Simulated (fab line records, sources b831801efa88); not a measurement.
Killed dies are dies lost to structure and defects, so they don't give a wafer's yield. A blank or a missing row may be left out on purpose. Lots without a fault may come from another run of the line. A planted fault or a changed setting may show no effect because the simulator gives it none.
fab line records | flow sky130
record lots=5 wafers=15 last_day=50
route steps=708 shown VIA1@472 METAL2@483
lots that met no fault: from a run of the same line without faults
start_h: hours from the record's first day to the start of the lot's first wafer shown | wait_h: hours since the lot's step before | " the same as in the row above | L1.1+2: a row that stands for several wafers | - no value, or no start given | * or withheld: withheld | < > ~ a bound
route shown NAME@n: a module of which the file shows steps, and the number in the route of the first | usual: mean/standard deviation of fault-free wafers | same: alike in all rows | chamber/n: place in a boat | sites: the reading at each site | _std_site: their standard deviation | _edge_site: outer sites' mean less inner sites' | radius_mm: how far each site lies from the wafer's centre | mask NAME#n: copy n | behind: the tool/chamber that last shaped the wafer | hold: why the lot was held/for how many hours/how that ended | device: the transistor (n, p or np) that didn't switch | end of line: the same wafers' tests at the end of the route | a step without rows: its recipe alone | killed: dies lost to structure and defects at the first sort, not the wafer's yield | map: a wafer's dies, x killed, . not, _ none there
set.NAME: the setting as run; set.NAME@STEP: as run at that earlier step | model.NAME: the simulator's own value behind a step, which no gauge read
lots at some steps of the route; a table a step, a row a wafer
services: from which hour (start_h, from the record's first day; less than 0 if before it) a tool's chamber was out of use, for how many hours, and why
## steps
# step SKY_VIA1_ETCH_14
# recipe chemistry=N2/H2 target=BARC ion_energy_ev=200 source_w=500 bias_w=100 pressure_mtorr=30 n2_flow_sccm=100 h2_flow_sccm=200 stop_on=SiO2 time_s=45.9 target_depth_a=600
# usual drypump_motor_current_A=5.6/0.46 oes_product_au=0.854/0.0049 throttle_valve_pct=13.226/0.0092
# columns lot.wafer tool chamber start_h wait_h drypump_motor_current_A oes_product_au rf_hours_counter_h throttle_valve_pct
L078.2 rie_diel-04 2 825.29 0.0 5.6 0.861 11 13.217
L078.5 " 0 " " 5.0 0.860 - 13.213
L078.6 " 1 " " 5.8 0.853 - 13.225
L083.1 rie_diel-04 1 860.19 0.0 5.8 0.850 11 13.232
L083.4 " 0 " " 5.0 0.861 8 13.219
L083.5 " 2 " " 5.6 0.852 - 13.228
L085.1 rie_diel-04 1 877.16 0.0 5.8 0.855 11 13.228
L085.4 " 2 " " 5.6 0.855 12 13.230
L085.6 " 1 " " 5.8 0.853 - 13.236
L089.4 rie_diel-04 1 906.44 0.0 5.8 0.852 13 13.224
L089.5 " 0 " " 5.0 0.858 - 13.223
L089.6 " 1 " " 5.8 0.859 - 13.217
L096.1 rie_diel-04 1 957.46 0.0 5.8 0.850 14 13.237
L096.3 " 2 " " 5.6 0.853 14 13.226
L096.6 " 2 " " 5.6 0.851 - 13.224
# step SKY_VIA1_ETCH_15
# recipe target=SiO2 chemistry=C4F8/O2/Ar target_depth_nm=351 stop_on=TiN mask_material=KrF-thick source_w=1500 bias_w=1200 pressure_mtorr=40 c4f8_flow_sccm=withheld O2_flow_sccm=6 Ar_flow_sccm=300 time_s=54
# usual oes_product_au=0.982/0.0056
# columns lot.wafer tool chamber start_h wait_h oes_product_au rf_hours_counter_h
L078.2 rie_diel-04 2 825.33 0.0 0.984 11
L078.5 " 0 " " 0.978 -
L078.6 " 1 " " 0.987 -
L083.1 rie_diel-04 1 860.23 0.0 0.986 11
L083.4 " 0 " " 0.976 8
L083.5 " 2 " " 0.976 -
L085.1 rie_diel-04 1 877.20 0.0 0.971 11
L085.4 " 2 " " 0.989 12
L085.6 " 1 " " 0.982 -
L089.4 rie_diel-04 1 906.48 0.0 0.981 13
L089.5 " 0 " " 0.972 -
L089.6 " 1 " " 0.981 -
L096.1 rie_diel-04 1 957.50 0.0 0.993 14
L096.3 " 2 " " 0.990 14
L096.6 " 2 " " 0.979 -
# step SKY_VIA1_STRIP_16
# recipe chemistry=O2/N2 power_w=1400 pressure_mtorr=1500 platen_temp_c=withheld o2_flow_sccm=3000 n2_flow_sccm=300 overash_fraction=0.5
# usual drypump_motor_current_A=5.45/0.14 oes_product_au=0.415/0.0044 strip_time_to_endpoint_s=4.446/0.025
# columns lot.wafer tool chamber start_h wait_h drypump_motor_current_A oes_product_au rf_hours_counter_h strip_time_to_endpoint_s
L078.2 plasma_asher-01 1 825.38 0.0 5.18 0.412 41 4.443
L078.5 " 1 " " 5.23 0.429 - 4.446
L078.6 " 0 " " 5.46 0.405 - 4.440
L083.1 plasma_asher-04 1 860.28 0.0 5.34 0.415 11 4.443
L083.4 " 0 " " 5.68 0.413 - 4.465
L083.5 " 0 " " 5.70 0.422 - 4.428
L085.1 plasma_asher-04 1 877.25 0.0 5.40 0.416 13 4.478
L085.4 " 0 " " 5.66 0.417 - 4.452
L085.6 " 1 " " 5.41 0.418 - 4.479
L089.4 plasma_asher-02 0 906.56 0.1 5.47 0.412 - 4.426
L089.5 " 0 " " 5.45 0.420 - 4.478
L089.6 " 1 " " 5.53 0.418 - 4.430
L096.1 plasma_asher-02 1 957.55 0.0 5.51 0.413 81 4.391
L096.3 " 0 " " 5.47 0.423 - 4.405
L096.6 " 0 " " 5.47 0.410 - 4.423
# step SKY_VIA1_STRIP_17
# recipe chemistry=post_etch_residue_remover time_s=1200 temp_c=72.5
# usual bath_guard_temp_C=72.9/0.53
# columns lot.wafer tool chamber start_h wait_h bath_guard_temp_C
L078.2 wet_bench-01 1 825.48 0.1 71.7
L078.5 " 1 " " 71.6
L078.6 " 1 " " 71.4
L083.1 wet_bench-04 1 860.38 0.1 72.8
L083.4 " 1 " " 72.9
L083.5 " 1 " " 73.1
L085.1 wet_bench-01 0 877.35 0.1 73.4
L085.4 " 0 " " 73.2
L085.6 " 0 " " 73.2
L089.4 wet_bench-04 1 906.63 0.0 73.2
L089.5 " 1 " " 73.2
L089.6 " 1 " " 73.0
L096.1 wet_bench-02 2 957.65 0.1 72.8
L096.3 " 2 " " 72.7
L096.6 " 2 " " 72.7
# step SKY_VIA1_CLEAN_18
# recipe chemistry=IPA time_s=180 temp_c=25
# columns lot.wafer tool chamber start_h wait_h
L078.2+5+6 wet_bench-04 0 825.82 0.0
L083.1+4+5 wet_bench-02 2 860.78 0.0
L085.1+4+6 wet_bench-04 0 877.69 0.0
L089.4+5+6 wet_bench-02 1 907.31 0.0
L096.1+3+6 wet_bench-01 0 957.99 0.0
# step SKY_VIA1_CLEAN_19
# recipe chemistry=O3/DIW dry=n2_spin
# columns lot.wafer tool chamber start_h wait_h
L078.2+5+6 wet_bench-01 0 825.88 0.0
L083.1+4+5 wet_bench-01 1 860.84 0.0
L085.1+4+6 wet_bench-01 1 877.75 0.0
L089.4+5+6 wet_bench-01 2 907.37 0.0
L096.1+3+6 wet_bench-04 1 958.05 0.0
# step SKY_VIA1_SPUTTER_20
# recipe material=TiN target_thk_nm=20 chamber_pressure_pa=5 power_w=4000 time_s=80
# usual throttle_valve_pct=30.2/0.5
# columns lot.wafer tool chamber start_h wait_h throttle_valve_pct
L078.2 pvd_sputter-03 - 825.97 0.0 30.6
L078.5 " - " " 29.7
L078.6 " - " " 30.5
L083.1 pvd_sputter-01 - 860.93 0.0 31.5
L083.4 " - " " 29.9
L083.5 " - " " 29.7
L085.1 pvd_sputter-03 - 877.84 0.0 29.8
L085.4 " - " " 30.8
L085.6 " - " " 30.9
L089.4 pvd_sputter-01 - 907.50 0.0 30.8
L089.5 " - " " 30.0
L089.6 " - " " 29.8
L096.1 pvd_sputter-02 - 958.14 0.0 29.1
L096.3 " - " " 29.9
L096.6 " - " " 29.4
# step SKY_VIA1_CVD_21
# recipe material=W target_thk_nm=270 time_s=80.902 temp_c=400 pressure_torr=40
# usual chamber_pressure_Torr=40.01/0.089 heater_power_w=938/100
# columns lot.wafer tool chamber start_h wait_h chamber_pressure_Torr heater_power_w
L078.2 cvd_w-02 0 826.03 0.0 39.84 1093
L078.5 " 1 " " 40.01 901
L078.6 " 0 " " 39.99 1075
L083.1 cvd_w-01 1 860.99 0.0 40.15 874
L083.4 " 1 " " 40.12 897
L083.5 " 1 " " 40.06 894
L085.1 cvd_w-02 1 877.90 0.0 40.06 889
L085.4 " 0 " " 40.03 1071
L085.6 " 1 " " 40.00 882
L089.4 cvd_w-02 0 907.56 0.0 39.93 1112
L089.5 " 1 " " 40.03 894
L089.6 " 0 " " 39.89 1057
L096.1 cvd_w-02 0 958.20 0.0 39.99 1075
L096.3 " 0 " " 39.99 1063
L096.6 " 1 " " 39.91 890
# step SKY_VIA1_RS_MEAS_22
# recipe thk_meas_gauge=four-point-probe reads=W_of_VIA1_CVD_21+TiN_of_VIA1_SPUTTER_20
# usual VIA1_W_RS=0.426/0.0066
# columns lot.wafer tool chamber start_h wait_h VIA1_W_RS[ohm/sq]
L078.2 film_metro-03 - 826.14 0.1 0.433
L078.5 " - " " 0.421
L078.6 " - " " 0.435
L083.1 film_metro-03 - 861.18 0.2 0.429
L083.4 " - " " 0.432
L083.5 " - " " 0.433
L085.1 film_metro-01 - 877.99 0.1 0.425
L085.4 " - " " 0.431
L085.6 " - " " 0.428
L089.4 film_metro-02 - 907.68 0.1 0.426
L089.5 " - " " 0.428
L089.6 " - " " 0.424
L096.1 film_metro-02 - 958.30 0.1 0.424
L096.3 " - " " 0.421
L096.6 " - " " 0.428
# step SKY_VIA1_THK_MEAS_23
# recipe thk_meas_gauge=xrf reads=W_of_VIA1_CVD_21
# usual VIA1_W_THK=262/4.3
# columns lot.wafer tool chamber start_h wait_h VIA1_W_THK[nm]
L078.2 film_metro-03 - 826.25 0.1 257
L078.5 " - " " 262
L078.6 " - " " 254
L083.1 film_metro-03 - 861.30 0.1 259
L083.4 " - " " 260
L083.5 " - " " 257
L085.1 film_metro-01 - 878.11 0.1 266
L085.4 " - " " 263
L085.6 " - " " 263
L089.4 film_metro-02 - 907.77 0.1 261
L089.5 " - " " 258
L089.6 " - " " 263
L096.1 film_metro-02 - 958.42 0.1 262
L096.3 " - " " 263
L096.6 " - " " 258
# step SKY_VIA1_CMP_24
# recipe stop_on=SiO2 t_overpolish_s=15 down_force_psi=3.5 platen_rpm=60 target_thk_nm=0 pad_velocity_m_s=0.94248
# usual motor_current_A=11.0/1.2 overpolish_run_s=14.999/0.0096 platen_rpm=60.00/0.039 time_to_endpoint_s=65/5.8
# columns lot.wafer tool chamber start_h wait_h motor_current_A overpolish_run_s platen_rpm time_to_endpoint_s
L078.2 cmp-01 3 826.40 0.1 14.0 15.022 59.95 72
L078.6 " 1 " " 10.8 14.994 59.96 62
L078.5 " 2 " " 10.1 15.002 60.05 71
L083.1 cmp-02 0 861.36 0.1 9.8 14.980 59.97 70
L083.4 " 1 " " 9.3 14.994 60.00 55
L083.5 " 1 " " 10.1 15.002 59.96 54
L085.4 cmp-01 3 878.22 0.1 14.4 15.005 59.96 67
L085.1 " 1 " " 11.2 14.998 60.03 62
L085.6 " 2 " " 10.1 15.000 60.00 65
L089.4 cmp-02 0 907.80 0.0 10.0 14.992 60.02 66
L089.5 " 0 " " 9.8 14.998 60.04 69
L089.6 " 1 " " 9.9 14.998 60.01 53
L096.3 cmp-01 2 958.53 0.1 9.9 14.993 59.98 70
L096.1 " 0 " " 11.2 15.010 59.95 62
L096.6 " 2 " " 10.0 14.998 59.99 68
# step SKY_METAL2_SPUTTER_00
# recipe material=Ti target_thk_nm=15 power_w=3000 time_s=10 chamber_pressure_pa=0.4
# usual throttle_valve_pct=30.0/0.68
# columns lot.wafer tool chamber start_h wait_h throttle_valve_pct
L078.2 pvd_sputter-04 - 826.60 0.1 29.0
L078.5 " - " " 29.5
L078.6 " - " " 29.0
L083.1 pvd_sputter-03 - 861.66 0.2 30.6
L083.4 " - " " 30.5
L083.5 " - " " 30.5
L085.1 pvd_sputter-03 - 878.47 0.1 29.7
L085.4 " - " " 30.5
L085.6 " - " " 29.7
L089.4 pvd_sputter-03 - 908.10 0.2 29.6
L089.5 " - " " 29.8
L089.6 " - " " 30.3
L096.1 pvd_sputter-04 - 958.78 0.1 29.0
L096.3 " - " " 29.5
L096.6 " - " " 29.9
# step SKY_METAL2_SPUTTER_01
# recipe material=TiN target_thk_nm=20 power_w=6500 time_s=16.7 chamber_pressure_pa=0.4
# usual throttle_valve_pct=30.0/0.66
# columns lot.wafer tool chamber start_h wait_h throttle_valve_pct
L078.2 pvd_sputter-04 - 826.62 0.0 29.2
L078.5 " - " " 29.6
L078.6 " - " " 29.2
L083.1 pvd_sputter-03 - 861.68 0.0 30.3
L083.4 " - " " 30.5
L083.5 " - " " 30.5
L085.1 pvd_sputter-03 - 878.49 0.0 29.6
L085.4 " - " " 30.3
L085.6 " - " " 29.7
L089.4 pvd_sputter-03 - 908.12 0.0 30.0
L089.5 " - " " 29.7
L089.6 " - " " 30.6
L096.1 pvd_sputter-04 - 958.80 0.0 29.0
L096.3 " - " " 29.5
L096.6 " - " " 29.8
# step SKY_METAL2_SPUTTER_02
# recipe material=AlCu target_thk_nm=250 power_w=10600 time_s=13.3 chamber_pressure_pa=0.4
# usual throttle_valve_pct=30.0/0.68
# columns lot.wafer tool chamber start_h wait_h throttle_valve_pct
L078.2 pvd_sputter-04 - 826.65 0.0 29.4
L078.5 " - " " 29.5
L078.6 " - " " 29.0
L083.1 pvd_sputter-03 - 861.71 0.0 30.5
L083.4 " - " " 30.7
L083.5 " - " " 30.7
L085.1 pvd_sputter-03 - 878.52 0.0 29.6
L085.4 " - " " 30.8
L085.6 " - " " 29.5
L089.4 pvd_sputter-03 - 908.15 0.0 29.9
L089.5 " - " " 29.6
L089.6 " - " " 30.3
L096.1 pvd_sputter-04 - 958.82 0.0 29.1
L096.3 " - " " 29.6
L096.6 " - " " 29.8
# step SKY_METAL2_SPUTTER_03
# recipe material=Ti target_thk_nm=5 power_w=3000 time_s=3.3 chamber_pressure_pa=0.4
# usual throttle_valve_pct=30.0/0.67
# columns lot.wafer tool chamber start_h wait_h throttle_valve_pct
L078.2 pvd_sputter-04 - 826.67 0.0 29.2
L078.5 " - " " 29.6
L078.6 " - " " 29.2
L083.1 pvd_sputter-03 - 861.73 0.0 30.2
L083.4 " - " " 30.8
L083.5 " - " " 30.7
L085.1 pvd_sputter-03 - 878.54 0.0 29.6
L085.4 " - " " 30.6
L085.6 " - " " 29.7
L089.4 pvd_sputter-03 - 908.17 0.0 29.7
L089.5 " - " " 29.7
L089.6 " - " " 30.4
L096.1 pvd_sputter-04 - 958.85 0.0 29.0
L096.3 " - " " 29.6
L096.6 " - " " 29.8
# step SKY_METAL2_SPUTTER_04
# recipe material=TiN target_thk_nm=70 power_w=6500 time_s=58.3 chamber_pressure_pa=0.4
# usual throttle_valve_pct=30.0/0.67
# columns lot.wafer tool chamber start_h wait_h throttle_valve_pct
L078.2 pvd_sputter-04 - 826.69 0.0 29.0
L078.5 " - " " 29.4
L078.6 " - " " 29.2
L083.1 pvd_sputter-03 - 861.75 0.0 30.8
L083.4 " - " " 30.4
L083.5 " - " " 30.7
L085.1 pvd_sputter-03 - 878.56 0.0 29.5
L085.4 " - " " 30.5
L085.6 " - " " 29.7
L089.4 pvd_sputter-03 - 908.19 0.0 29.8
L089.5 " - " " 29.9
L089.6 " - " " 30.5
L096.1 pvd_sputter-04 - 958.87 0.0 29.1
L096.3 " - " " 29.4
L096.6 " - " " 29.7
# step SKY_METAL2_RS_MEAS_05
# recipe thk_meas_gauge=four-point-probe reads=TiN_of_METAL2_SPUTTER_04+Ti_of_METAL2_SPUTTER_03+AlCu_of_METAL2_SPUTTER_02+TiN_of_METAL2_SPUTTER_01+Ti_of_METAL2_SPUTTER_00
# usual METAL2_ALCU_RS=0.1270/0.0015
# columns lot.wafer tool chamber start_h wait_h METAL2_ALCU_RS[ohm/sq]
L078.2 film_metro-03 - 826.76 0.0 0.1260
L078.5 " - " " 0.1248
L078.6 " - " " 0.1262
L083.1 film_metro-02 - 861.80 0.0 0.1274
L083.4 " - " " 0.1297
L083.5 " - " " 0.1294
L085.1 film_metro-03 - 878.61 0.0 0.1260
L085.4 " - " " 0.1266
L085.6 " - " " 0.1260
L089.4 film_metro-03 - 908.30 0.1 0.1252
L089.5 " - " " 0.1242
L089.6 " - " " 0.1259
L096.1 film_metro-04 - 958.92 0.0 0.1254
L096.3 " - " " 0.1236
L096.6 " - " " 0.1254
# step SKY_METAL2_THK_MEAS_06
# recipe thk_meas_gauge=xrf reads=AlCu_of_METAL2_SPUTTER_02
# usual METAL2_ALCU_THK=254.2/3
# columns lot.wafer tool chamber start_h wait_h METAL2_ALCU_THK[nm]
L078.2 film_metro-03 - 826.87 0.1 253.4
L078.5 " - " " 258.3
L078.6 " - " " 254.0
L083.1 film_metro-02 - 861.92 0.1 252.0
L083.4 " - " " 249.2
L083.5 " - " " 248.3
L085.1 film_metro-03 - 878.73 0.1 256.3
L085.4 " - " " 255.2
L085.6 " - " " 256.3
L089.4 film_metro-03 - 908.39 0.1 256.4
L089.5 " - " " 259.7
L089.6 " - " " 255.5
L096.1 film_metro-04 - 959.04 0.1 258.3
L096.3 " - " " 260.7
L096.6 " - " " 258.1
# step SKY_METAL2_DEHYDRATE_07
# recipe temp_c=200 time_s=60
# usual chill_plate_temp_C=22.99/0.093 resist_line_temp_C=22.99/0.095
# columns lot.wafer tool chamber start_h wait_h chill_plate_temp_C resist_line_temp_C
L078.2 litho_track-04 0 839.66 12.8 22.82 23.06
L078.5 " 0 " " 22.97 23.08
L078.6 " 0 " " 22.99 23.27
L083.1 litho_track-03 0 874.90 13.0 23.13 22.88
L083.4 " 0 " " 23.06 22.75
L083.5 " 0 " " 23.15 22.97
L085.1 litho_track-04 0 890.83 12.1 22.95 22.93
L085.4 " 0 " " 23.06 23.07
L085.6 " 0 " " 22.91 23.08
L089.4 litho_track-03 0 920.63 12.2 23.03 23.07
L089.5 " 0 " " 23.05 22.96
L089.6 " 0 " " 23.07 23.11
L096.1 litho_track-01 0 970.94 11.9 22.88 23.08
L096.3 " 0 " " 22.86 23.02
L096.6 " 0 " " 22.96 22.99
# step SKY_METAL2_HMDS_08
# recipe prime_time_s=60 prime_temp_c=120
# usual chill_plate_temp_C=22.99/0.097 resist_line_temp_C=23.00/0.11
# columns lot.wafer tool chamber start_h wait_h chill_plate_temp_C resist_line_temp_C
L078.2 litho_track-04 0 839.81 0.1 22.82 22.93
L078.5 " 0 " " 22.95 23.03
L078.6 " 0 " " 22.89 23.01
L083.1 litho_track-03 0 875.05 0.1 23.11 23.04
L083.4 " 0 " " 22.97 23.06
L083.5 " 0 " " 23.11 23.01
L085.1 litho_track-04 0 890.98 0.1 22.92 22.94
L085.4 " 0 " " 23.05 23.08
L085.6 " 0 " " 22.99 23.04
L089.4 litho_track-03 0 920.78 0.1 23.00 22.97
L089.5 " 0 " " 22.72 22.99
L089.6 " 0 " " 22.90 22.87
L096.1 litho_track-01 0 971.09 0.1 23.07 22.83
L096.3 " 0 " " 23.06 23.01
L096.6 " 0 " " 23.00 22.82
# step SKY_METAL2_COAT_09
# recipe resist=BARC temp_c=withheld time_s=withheld spin_rpm=3000 resist_thk_nm=60
# usual chill_plate_temp_C=* resist_line_temp_C=*
# columns lot.wafer tool chamber start_h wait_h chill_plate_temp_C resist_line_temp_C
L078.2 litho_track-04 0 839.96 0.1 * *
L078.5 " 0 " " * *
L078.6 " 0 " " * *
L083.1 litho_track-03 0 875.20 0.1 * *
L083.4 " 0 " " * *
L083.5 " 0 " " * *
L085.1 litho_track-04 0 891.13 0.1 * *
L085.4 " 0 " " * *
L085.6 " 0 " " * *
L089.4 litho_track-03 0 920.93 0.1 * *
L089.5 " 0 " " * *
L089.6 " 0 " " * *
L096.1 litho_track-01 0 971.24 0.1 * *
L096.3 " 0 " " * *
L096.6 " 0 " " * *
# step SKY_METAL2_COAT_10
# recipe resist=KrF-thick spin_rpm=3000 resist_thk_nm=450
# usual chill_plate_temp_C=23.01/0.092 resist_line_temp_C=23.00/0.11
# columns lot.wafer tool chamber start_h wait_h chill_plate_temp_C resist_line_temp_C
L078.2 litho_track-04 0 - - 23.13 22.93
L078.5 " 0 " " 23.14 23.06
L078.6 " 0 " " 23.04 23.11
L083.1 litho_track-03 0 - - 22.91 22.89
L083.4 " 0 " " 23.11 22.87
L083.5 " 0 " " 23.01 22.79
L085.1 litho_track-04 0 - - 23.17 22.87
L085.4 " 0 " " 23.08 23.03
L085.6 " 0 " " 23.29 23.11
L089.4 litho_track-03 0 - - 22.88 22.92
L089.5 " 0 " " 22.84 22.97
L089.6 " 0 " " 22.95 22.88
L096.1 litho_track-01 0 - - 23.00 22.90
L096.3 " 0 " " 22.98 23.00
L096.6 " 0 " " 23.09 22.86
# step SKY_METAL2_SOFTBAKE_11
# recipe temp_c=100 time_s=90 resist=KrF-thick
# usual chill_plate_temp_C=22.97/0.11 resist_line_temp_C=23.00/0.099
# columns lot.wafer tool chamber start_h wait_h chill_plate_temp_C resist_line_temp_C
L078.2 litho_track-04 0 - - 23.00 22.81
L078.5 " 0 " " 22.89 22.94
L078.6 " 0 " " 23.14 23.07
L083.1 litho_track-03 0 - - 22.83 22.96
L083.4 " 0 " " 22.87 23.05
L083.5 " 0 " " 22.92 22.99
L085.1 litho_track-04 0 - - 23.05 23.07
L085.4 " 0 " " 22.91 22.95
L085.6 " 0 " " 22.84 23.02
L089.4 litho_track-03 0 - - 23.11 22.89
L089.5 " 0 " " 22.96 22.98
L089.6 " 0 " " 22.92 22.96
L096.1 litho_track-01 0 - - 23.11 22.96
L096.3 " 0 " " 22.94 22.88
L096.6 " 0 " " 22.77 22.87
# step SKY_METAL2_EXPOSE_12
# recipe mask_id=MM2 na=0.8 source_shape=annular sigma_inner=0.55 sigma_outer=0.85 target_cd_nm=140 dose_mj=28
# columns lot.wafer tool chamber start_h wait_h mask
L078.2+5+6 krf_scanner-01 0 - - MM2#0
L083.1+4+5 krf_scanner-01 0 - - MM2#0
L085.1+4+6 krf_scanner-01 0 - - MM2#0
L089.4+5+6 krf_scanner-01 0 - - MM2#0
L096.1+3+6 krf_scanner-01 0 - - MM2#0
# step SKY_METAL2_PEB_13
# recipe peb_temp_c=withheld peb_time_s=withheld resist=KrF-thick
# usual chill_plate_temp_C=* resist_line_temp_C=*
# columns lot.wafer tool chamber start_h wait_h chill_plate_temp_C resist_line_temp_C
L078.2 litho_track-01 0 - - * *
L078.5 " 0 " " * *
L078.6 " 0 " " * *
L083.1 litho_track-01 0 - - * *
L083.4 " 0 " " * *
L083.5 " 0 " " * *
L085.1 litho_track-03 0 - - * *
L085.4 " 0 " " * *
L085.6 " 0 " " * *
L089.4 litho_track-04 0 - - * *
L089.5 " 0 " " * *
L089.6 " 0 " " * *
L096.1 litho_track-01 0 - - * *
L096.3 " 0 " " * *
L096.6 " 0 " " * *
# step SKY_METAL2_DEVELOP_14
# recipe develop_time_s=60 resist=KrF-thick dev_temp_c=21
# usual chill_plate_temp_C=22.98/0.091 resist_line_temp_C=22.99/0.1
# columns lot.wafer tool chamber start_h wait_h chill_plate_temp_C resist_line_temp_C
L078.2 litho_track-01 0 - - 22.84 23.06
L078.5 " 0 " " 23.05 22.93
L078.6 " 0 " " 23.05 22.96
L083.1 litho_track-01 0 - - 23.02 23.12
L083.4 " 0 " " 22.94 23.03
L083.5 " 0 " " 22.93 23.00
L085.1 litho_track-03 0 - - 22.97 22.92
L085.4 " 0 " " 22.92 23.14
L085.6 " 0 " " 22.99 23.10
L089.4 litho_track-04 0 - - 23.13 23.03
L089.5 " 0 " " 23.08 22.99
L089.6 " 0 " " 22.82 23.00
L096.1 litho_track-01 0 - - 22.83 23.12
L096.3 " 0 " " 22.97 23.05
L096.6 " 0 " " 23.08 23.07
# step SKY_METAL2_CD_MEAS_15
# recipe target_cd_nm=140
# usual cd_nm=139.6/1.7
# columns lot.wafer tool chamber start_h wait_h cd_nm
L078.2 cd_sem-02 - 851.81 - 140.4
L078.5 " - " " 140.2
L078.6 " - " " 140.6
L083.1 cd_sem-02 - 887.94 - 138.4
L083.4 " - " " 138.5
L083.5 " - " " 138.8
L085.1 cd_sem-01 - 904.25 - 138.5
L085.4 " - " " 139.4
L085.6 " - " " 139.2
L089.4 cd_sem-01 - 933.44 - 136.4
L089.5 " - " " 136.8
L089.6 " - " " 136.4
L096.1 cd_sem-01 - 983.19 - 141.2
L096.3 " - " " 141.7
L096.6 " - " " 140.4
# step SKY_METAL2_OVL_MEAS_16
# usual METAL2_OVL=1/4.5
# columns lot.wafer tool chamber start_h wait_h METAL2_OVL[nm]
L078.2 overlay-02 - 851.92 0.1 -2
L078.5 " - " " 1
L078.6 " - " " -4
L083.1 overlay-02 - 888.06 0.1 -8
L083.4 " - " " -4
L083.5 " - " " -5
L085.1 overlay-02 - 904.37 0.1 -10
L085.4 " - " " 5
L085.6 " - " " -3
L089.4 overlay-01 - 933.52 0.1 4
L089.5 " - " " -2
L089.6 " - " " -5
L096.1 overlay-02 - 983.31 0.1 1
L096.3 " - " " 2
L096.6 " - " " -1
# step SKY_METAL2_DESCUM_17
# recipe chemistry=O2 source_power_w=150 bias_power_w=0 pressure_mtorr=10 temp_c=40 time_s=8
# usual drypump_motor_current_A=5.8/0.36 oes_product_au=1.005/0.015
# columns lot.wafer tool chamber start_h wait_h drypump_motor_current_A oes_product_au rf_hours_counter_h
L078.2 rie_metal-02 0 851.95 0.0 6.3 0.977 7
L078.5 " 1 " " 5.7 1.023 -
L078.6 " 0 " " 6.3 0.977 -
L083.1 rie_metal-04 0 888.10 0.0 5.7 1.004 5
L083.4 " 1 " " 5.2 0.989 -
L083.5 " 1 " " 5.2 0.993 -
L085.1 rie_metal-04 1 904.41 0.0 5.2 0.990 7
L085.4 " 1 " " 5.2 0.977 -
L085.6 " 1 " " 5.2 0.981 -
L089.4 rie_metal-02 1 933.55 0.0 5.8 1.011 -
L089.5 " 0 " " 6.3 0.994 -
L089.6 " 1 " " 5.8 1.007 -
L096.1 rie_metal-02 0 983.35 0.0 6.3 1.000 13
L096.3 " 0 " " 6.3 1.004 -
L096.6 " 1 " " 5.7 1.021 -
# step SKY_METAL2_ETCH_18
# recipe chemistry=N2/H2 target=BARC ion_energy_ev=200 bias_w=100 pressure_mtorr=30 n2_flow_sccm=100 h2_flow_sccm=200 icp_w=500 stop_on=SiO2 time_s=45.9 target_depth_a=600
# usual drypump_motor_current_A=5.8/0.37 oes_product_au=0.855/0.0045 throttle_valve_pct=13.225/0.0087
# columns lot.wafer tool chamber start_h wait_h drypump_motor_current_A oes_product_au rf_hours_counter_h throttle_valve_pct
L078.2 rie_metal-02 0 851.98 0.0 6.2 0.853 7 13.226
L078.5 " 1 " " 5.8 0.861 - 13.212
L078.6 " 0 " " 6.3 0.855 - 13.228
L083.1 rie_metal-04 0 888.13 0.0 5.8 0.851 5 13.228
L083.4 " 1 " " 5.3 0.845 - 13.223
L083.5 " 1 " " 5.2 0.853 - 13.227
L085.1 rie_metal-04 1 904.44 0.0 5.2 0.856 7 13.216
L085.4 " 1 " " 5.2 0.851 - 13.216
L085.6 " 1 " " 5.2 0.855 - 13.219
L089.4 rie_metal-02 1 933.59 0.0 5.8 0.854 - 13.228
L089.5 " 0 " " 6.3 0.858 - 13.221
L089.6 " 1 " " 5.8 0.860 - 13.216
L096.1 rie_metal-02 0 983.38 0.0 6.3 0.848 13 13.222
L096.3 " 0 " " 6.3 0.856 - 13.226
L096.6 " 1 " " 5.7 0.855 - 13.229
# step SKY_METAL2_METAL_ETCH_19
# recipe target_depth_a=3600 stop_on=SiO2 over_etch_frac=0.3 time_s=78 chemistry=Cl2/BCl3 resist_sidewall_deg=88 pressure_mtorr=10 icp_w=900 bias_w=48.5 Cl2_flow_sccm=60 bcl3_flow_sccm=30
# usual drypump_motor_current_A=5.8/0.37 oes_product_au=0.854/0.0056 throttle_valve_pct=22.265/0.011
# columns lot.wafer tool chamber start_h wait_h drypump_motor_current_A oes_product_au rf_hours_counter_h throttle_valve_pct
L078.2 rie_metal-02 0 852.04 0.0 6.3 0.857 7 22.264
L078.5 " 1 " " 5.8 0.858 - 22.256
L078.6 " 0 " " 6.3 0.859 - 22.276
L083.1 rie_metal-04 0 888.19 0.0 5.7 0.844 5 22.280
L083.4 " 1 " " 5.2 0.848 - 22.262
L083.5 " 1 " " 5.2 0.853 - 22.255
L085.1 rie_metal-04 1 904.50 0.0 5.2 0.864 7 22.279
L085.4 " 1 " " 5.2 0.858 - 22.268
L085.6 " 1 " " 5.2 0.857 - 22.242
L089.4 rie_metal-02 1 933.66 0.1 5.8 0.860 - 22.257
L089.5 " 0 " " 6.3 0.859 - 22.256
L089.6 " 1 " " 5.7 0.856 - 22.276
L096.1 rie_metal-02 0 983.45 0.0 6.3 0.864 13 22.253
L096.3 " 0 " " 6.2 0.862 - 22.242
L096.6 " 1 " " 5.7 0.858 - 22.258
## services
# columns tool chamber start_h hours kind
cmp-01 - 818.53 6.7 repair
krf_scanner-01 - 821.45 4.1 repair
rie_diel-04 2 821.85 2.5 repair
plasma_asher-04 - 823.87 14.6 pm
plasma_asher-02 - 827.59 2.8 pm
rie_metal-04 0 831.62 8.0 repair
krf_scanner-01 - 833.50 1.6 repair
rie_metal-04 - 860.55 1.4 pm
cvd_w-02 - 872.42 1.5 repair
krf_scanner-01 - 880.10 6.0 pm
krf_scanner-01 - 887.10 0.8 pm
pvd_sputter-01 - 887.25 4.3 repair
wet_bench-02 - 898.95 1.9 pm
krf_scanner-01 - 903.46 2.3 repair
cmp-02 - 911.44 1.6 repair
cmp-02 - 913.07 4.0 pm
krf_scanner-01 - 921.93 1.3 pm
rie_diel-04 - 922.30 14.4 repair
krf_scanner-01 - 955.72 1.0 pm
krf_scanner-01 - 974.24 0.6 repair
rie_metal-04 1 977.30 1.7 repair
rie_metal-02 - 978.75 0.7 repair
pvd_sputter-04 - 980.05 17.3 repair
rie_diel-04 2 982.93 2.6 repair
## key
fault none
